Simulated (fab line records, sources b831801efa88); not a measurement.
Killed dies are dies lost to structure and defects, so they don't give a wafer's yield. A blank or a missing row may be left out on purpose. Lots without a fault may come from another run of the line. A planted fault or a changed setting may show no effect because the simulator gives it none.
Which tool did it? | flow gf180mcu | 6 lots, 18 wafers sampled, at 2 steps of a route of 602

WHAT THE GAUGES READ, wafer by wafer
GF_V5_RS_MEAS_24: measures by four-point-probe.
lot  | measured     | on            | V5_W_RS (ohm/sq)
L908 | day 27 14:49 | film_metro-03 | 0.319 0.319 0.320
L912 | day 28 18:34 | film_metro-03 | 0.331 0.330 0.331
L914 | day 29 11:54 | film_metro-01 | 0.319 0.319 0.323
L920 | day 31 04:27 | film_metro-03 | 0.329 0.327 0.332
L922 | day 31 18:44 | film_metro-02 | 0.322 0.319 0.322
L929 | day 33 09:38 | film_metro-02 | 0.327 0.327 0.326

WHICH TOOL RAN EACH LOT (tool, then ch and the chambers of the sampled wafers, then the start)
lot  | GF_M1_SPUTTER_00
L908 | pvd_sputter-01, day 16 14:05
L912 | pvd_sputter-04, day 17 23:26
L914 | pvd_sputter-04, day 18 18:28
L920 | pvd_sputter-02, day 21 00:50
L922 | pvd_sputter-04, day 21 18:53
L929 | pvd_sputter-04, day 24 02:34
- GF_M1_SPUTTER_00: material Ti, target thk 37.5 nm, time 150 s.

THE ANSWER, worked out from the rows above alone
Rule: what is usual is taken from the lots themselves. Put in order of their means at a reading, lots are off if they are a third of the lots or fewer, leave a main group of 4 or more, and stand apart from it by a gap of 3 or more times the standard deviation of the main group's means; of several such gaps the widest counts. A main group whose means are all the same, to the digits that the tables above print for the reading, isn't used. A lot without any number at a reading at which 4 lots or more have one is off too. The other lots that the step has rows for count as sound.
No lot is off at any reading shown: from this, nothing can be told.

WHAT THE SIMULATOR HAD PUT IN
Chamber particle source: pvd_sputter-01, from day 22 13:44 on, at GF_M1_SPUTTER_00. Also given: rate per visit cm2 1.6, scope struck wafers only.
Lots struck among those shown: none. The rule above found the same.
